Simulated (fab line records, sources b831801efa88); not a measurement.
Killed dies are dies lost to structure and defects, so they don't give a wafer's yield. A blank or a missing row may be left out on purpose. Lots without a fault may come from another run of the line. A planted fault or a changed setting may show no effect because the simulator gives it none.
Problem report in the 8D (eight disciplines) form, filled by code | flow sky130 | the parts of the form that need people (team, actions taken, sign-off) are left out

1. THE PROBLEM
strip_time_to_endpoint_s at SKY_METAL2_STRIP_20 reads a mean of 3.22 s on 3 wafers of 2 lots; wafers without a fault read 2.69 s with a standard deviation of 0.031. That is +17 standard deviations from the usual mean.
The step: strips in O2/N2.
First seen on wafer L971.6, day 37 09:25, on plasma_asher-03. The record holds 42 wafers of 14 lots with a number at this step. Rule for "out", or "out of limits": more than 4 standard deviations from the usual mean. The other wafers with a number count as sound.

2. WHAT IT IS AND WHAT IT IS NOT
question                    | is                               | is not
which readings at this step | strip_time_to_endpoint_s         | drypump_motor_current_A
which lots                  | L971, L972                       | L964, L965, L966, L970, L978, L980, L981, L982, L983, L984, L986, L987
which wafers of those lots  | L971.6, L972.2, L972.6           | L971.2, L971.5, L972.3
read on which tools         | plasma_asher-01, plasma_asher-03 | plasma_asher-04
when                        | from day 37 09:25                | up to then (14 sound wafers); but 25 sound wafers of L972, L978, L980, L981, L982, L983, L984, L986, L987 came after

3. SUSPECTS, AND WHAT RULES EACH OUT
Counting: a tool at a process step up to the reading stays a suspect if it ran every lot that is out. Sound lots after the first of them don't rule it out here, since some wafers of a struck lot are sound.
- rie_metal-02 at SKY_METAL2_METAL_ETCH_19 (etches the open film in Cl2/BCl3, stops on SiO2, target depth 360 nm, time 78 s): kept. It ran every lot that is out, first L971 (day 37 09:20); its last sound lot up to then is L970 (day 37 00:55).
- Within rie_metal-02 at SKY_METAL2_METAL_ETCH_19: the wafers that are out ran in chamber 0; their sound lot-mates ran in chamber 1.
Left after counting: rie_metal-02 at SKY_METAL2_METAL_ETCH_19.

4. THE CAUSE (what the simulator had put in)
Process parameter drift: rie_metal-02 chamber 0, from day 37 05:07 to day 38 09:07, at SKY_METAL2_METAL_ETCH_19. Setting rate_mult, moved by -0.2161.
Counting left only this tool.

5. THE CHAIN OF EFFECTS, in route order
Each row: a reading whose mean over the struck wafers that have a number lies more than 3 standard deviations from the usual. Only readings for which the record gives a usual standard deviation are gone through. hours: the time from each lot's start at the first step in this table that gives one to its start at this step, as a median over the lots. sigmas: the change in usual standard deviations.
hours | step                | reading                  | usual      | on struck wafers | change | sigmas
0     | SKY_METAL2_STRIP_20 | oes_product_au           | 0.342 a.u. | 0.361            | +0.019 | +4.1
0     | SKY_METAL2_STRIP_20 | strip_time_to_endpoint_s | 2.69 s     | 3.22             | +0.53  | +17
The process steps in it:
- SKY_METAL2_STRIP_20: strips in O2/N2.

6. WHAT WOULD HAVE CAUGHT IT SOONER
In this record the first reading out of limits was taken at day 37 09:25, 4 hours after the fault began at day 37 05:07.
Of the tool readings at SKY_METAL2_METAL_ETCH_19 for which the record gives a usual standard deviation, none was out on any struck wafer, so an alarm limit of 4 standard deviations on them would not have fired.
Of the lots that are out (2), L972 began SKY_METAL2_METAL_ETCH_19 on rie_metal-02 after day 37 09:25. A hold on the tool at that time would have spared it.
